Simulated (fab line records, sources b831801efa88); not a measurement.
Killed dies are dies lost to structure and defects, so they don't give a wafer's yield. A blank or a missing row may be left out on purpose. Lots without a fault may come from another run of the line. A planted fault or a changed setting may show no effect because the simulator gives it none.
A struck lot beside a sound one | flow gf180mcu | 16 steps out of a route of 602
Sound: wafers L123.2, L123.3, L123.6. Struck: wafers L127.2, L127.4, L127.5. The cause comes at the end.
At each step with rows: each side's tool, then ch and its chambers, then its first start. Under that, the readings that differ: sound wafers | struck wafers | difference of the means | sigmas: that difference in standard deviations of wafers without a fault.
alike: readings whose means differ by less than 2 such deviations, and words and numbers that are the same on both sides. not compared: withheld readings, readings that some wafer has no value for, bounds like >300 that may hide the same value, and numbers for which the record gives no deviation and whose values overlap.
The two part at a step that has a row with sigmas, a row that says differs or no value, or rows on one side only. Numbers that don't overlap but have no deviation are shown without sigmas and don't part them. A reading that every wafer of one side lacks parts them only if that side has two wafers or more.

first, 6 steps without rows for these wafers: GF_M1_HMDS_08 (prime time 60 s); GF_M1_COAT_09 (resist thk 1000 nm); GF_M1_SOFTBAKE_10 (time 60 s); GF_M1_EXPOSE_11 (exposes mask Metal1, target cd 230 nm); GF_M1_PEB_12 (peb time 90 s); GF_M1_DEVELOP_13 (develop time 60 s).
GF_M1_CD_MEAS_14: target cd 230 nm.
  sound on cd_sem-01, day 20 05:19; struck on cd_sem-01, day 21 17:55
  alike: cd_nm
GF_M1_OVL_MEAS_15:
  sound on overlay-01, day 20 05:26; struck on overlay-01, day 21 18:02
  alike: M1_OVL
GF_M1_METAL_ETCH_16: etches the open film in Cl2/BCl3, stops on SiO2, target depth 750.8 nm, time 125.1 s.
  sound on rie_metal-04 ch 0,1, day 20 05:28; struck on rie_metal-03 ch 1, day 21 18:06
  alike: bias_w, drypump_motor_current_A, oes_product_au, throttle_valve_pct
  not compared: rf_hours_counter_h
GF_M1_STRIP_17: strips in O2/N2.
  sound on plasma_asher-04 ch 0,1, day 20 05:35; struck on plasma_asher-03 ch 0, day 21 18:19
  alike: drypump_motor_current_A, heater_power_w, oes_product_au, strip_time_to_endpoint_s
  not compared: rf_hours_counter_h
then, 2 steps without rows for these wafers: GF_M1_STRIP_18 (strips in post etch residue remover, time 1200 s); GF_M1_CLEAN_19 (cleans in DIW).
GF_V1_CVD_00: deposits SiO2, target thk 600 nm, time 100 s.
  sound on hdpcvd-02 ch 0,2, day 20 06:09; struck on hdpcvd-01 ch 1,2, day 21 18:53
  reading                             | sound             | struck            | difference | sigmas
  sih4_flow_sccm (sccm)               | 59.64 60.11 59.90 | 48.03 47.82 48.09 | -11.90     | -66
  model.SiO2_of_V1_CVD_00.thk_nm (nm) | 594 599.8 607.9   | 488.8 491.3 487   | -111.5     |
GF_V1_THK_MEAS_01:
  sound on film_metro-04, day 20 06:14; struck on film_metro-02, day 21 18:58
  reading            | sound       | struck      | difference | sigmas
  V1_CVD_00_THK (nm) | 594 600 608 | 488 491 487 | -112       | -20
GF_V1_CVD_02: deposits SiO2 from TEOS, target thk 850 nm, time 94.851 s.
  sound on pecvd-01 ch 0,1,2, day 20 06:17; struck on pecvd-01 ch 0,1,2, day 21 19:01
  alike: heater_power_w
  not compared: since_wet_clean_h
GF_PASSIVATION_PROBE_99:
  the record has rows for the sound wafers here (prober-02, day 31 09:17) and none for the struck ones

WHERE THEY PART
First at GF_V1_CVD_00; last, within this record, at GF_PASSIVATION_PROBE_99.

WHY: what the simulator had put in
Process parameter drift: hdpcvd-01, from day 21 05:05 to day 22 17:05, at GF_V1_CVD_00. Setting sih4_flow_sccm, moved by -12, from 60. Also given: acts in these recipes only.
